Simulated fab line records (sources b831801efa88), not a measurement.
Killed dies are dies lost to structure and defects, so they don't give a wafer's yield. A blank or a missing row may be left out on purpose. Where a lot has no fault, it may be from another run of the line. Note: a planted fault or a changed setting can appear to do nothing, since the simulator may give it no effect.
Chamber matching || flow gf180mcu || GF_V3_CMP_26 on cmp-01 has 4 sister chambers
The step polishes, stops on SiO2, t overpolish 15 s, target thk 0 nm. 8 wafers are shown with their chamber, then 12 later ones without.

WAFERS PAIRED WITH THEIR CHAMBERS
{"wafer": "L085.1", "chamber": 3, "motorCurrentA (A)": 11.6, "overpolishRunS (s)": 15.008}
{"wafer": "L085.3", "chamber": 1, "motorCurrentA (A)": 11.6, "overpolishRunS (s)": 14.994}
{"wafer": "L085.2", "chamber": 2, "motorCurrentA (A)": 10.6, "overpolishRunS (s)": 14.985}
{"wafer": "L085.5", "chamber": 1, "motorCurrentA (A)": 11.1, "overpolishRunS (s)": 14.981}
{"wafer": "L085.6", "chamber": 0, "motorCurrentA (A)": 13.3, "overpolishRunS (s)": 14.998}
{"wafer": "L086.1", "chamber": 2, "motorCurrentA (A)": 10.9, "overpolishRunS (s)": 14.999}
{"wafer": "L086.2", "chamber": 0, "motorCurrentA (A)": 12.7, "overpolishRunS (s)": 14.998}
{"wafer": "L086.4", "chamber": 3, "motorCurrentA (A)": 11.7, "overpolishRunS (s)": 15.013}

WAFERS WHOSE CHAMBER IS MISSING
{"wafer": "L093.4", "motorCurrentA (A)": 11.1, "overpolishRunS (s)": 15.002}
{"wafer": "L093.5", "motorCurrentA (A)": 11.3, "overpolishRunS (s)": 14.998}
{"wafer": "L093.6", "motorCurrentA (A)": 11.9, "overpolishRunS (s)": 14.992}
{"wafer": "L092.3", "motorCurrentA (A)": 13.3, "overpolishRunS (s)": 14.985}
{"wafer": "L092.4", "motorCurrentA (A)": 11.4, "overpolishRunS (s)": 15.015}
{"wafer": "L092.5", "motorCurrentA (A)": 11.6, "overpolishRunS (s)": 15.020}
{"wafer": "L095.1", "motorCurrentA (A)": 13.0, "overpolishRunS (s)": 15.011}
{"wafer": "L095.2", "motorCurrentA (A)": 10.8, "overpolishRunS (s)": 14.997}
{"wafer": "L095.6", "motorCurrentA (A)": 11.7, "overpolishRunS (s)": 15.006}
{"wafer": "L096.2", "motorCurrentA (A)": 12.7, "overpolishRunS (s)": 14.999}
{"wafer": "L096.3", "motorCurrentA (A)": 11.9, "overpolishRunS (s)": 15.005}
{"wafer": "L096.4", "motorCurrentA (A)": 10.6, "overpolishRunS (s)": 14.998}

EACH ONE'S CHAMBER
{"wafer": "L093.4", "from the rows above": "can't be placed: 2 or 3 or 1", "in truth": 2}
{"wafer": "L093.5", "from the rows above": "can't be placed: 1 or 2 or 3", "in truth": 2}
{"wafer": "L093.6", "from the rows above": "can't be placed: 1 or 3 or 0 or 2", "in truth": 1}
{"wafer": "L092.3", "from the rows above": 0, "in truth": 0}
{"wafer": "L092.4", "from the rows above": 3, "in truth": 3}
{"wafer": "L092.5", "from the rows above": 3, "in truth": 3}
{"wafer": "L095.1", "from the rows above": 0, "in truth": 0}
{"wafer": "L095.2", "from the rows above": "can't be placed: 2 or 1", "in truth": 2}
{"wafer": "L095.6", "from the rows above": 3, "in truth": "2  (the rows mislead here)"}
{"wafer": "L096.2", "from the rows above": 0, "in truth": 0}
{"wafer": "L096.3", "from the rows above": "can't be placed: 3 or 1", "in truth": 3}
{"wafer": "L096.4", "from the rows above": "can't be placed: 2 or 1", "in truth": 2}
5 of 12 placed correctly. Cannot be placed on the basis of these rows: 6; the candidates contain the true chamber in 6. 1 placed wrongly.
How it was worked out, from the rows above alone: a wafer's distance from a chamber is the root of the sum, over the readings, of the square of ((its reading less the chamber's mean) divided by the reading's scatter). If the next closest chamber is less than 2 further off than the closest, the wafer can't be placed; otherwise it belongs to the closest. The mean given for a chamber averages the wafers shown for that chamber. The scatter: take each reading less its chamber's mean, square it, sum over the shown wafers, divide by the number of wafers less the number of chambers, and take the root.
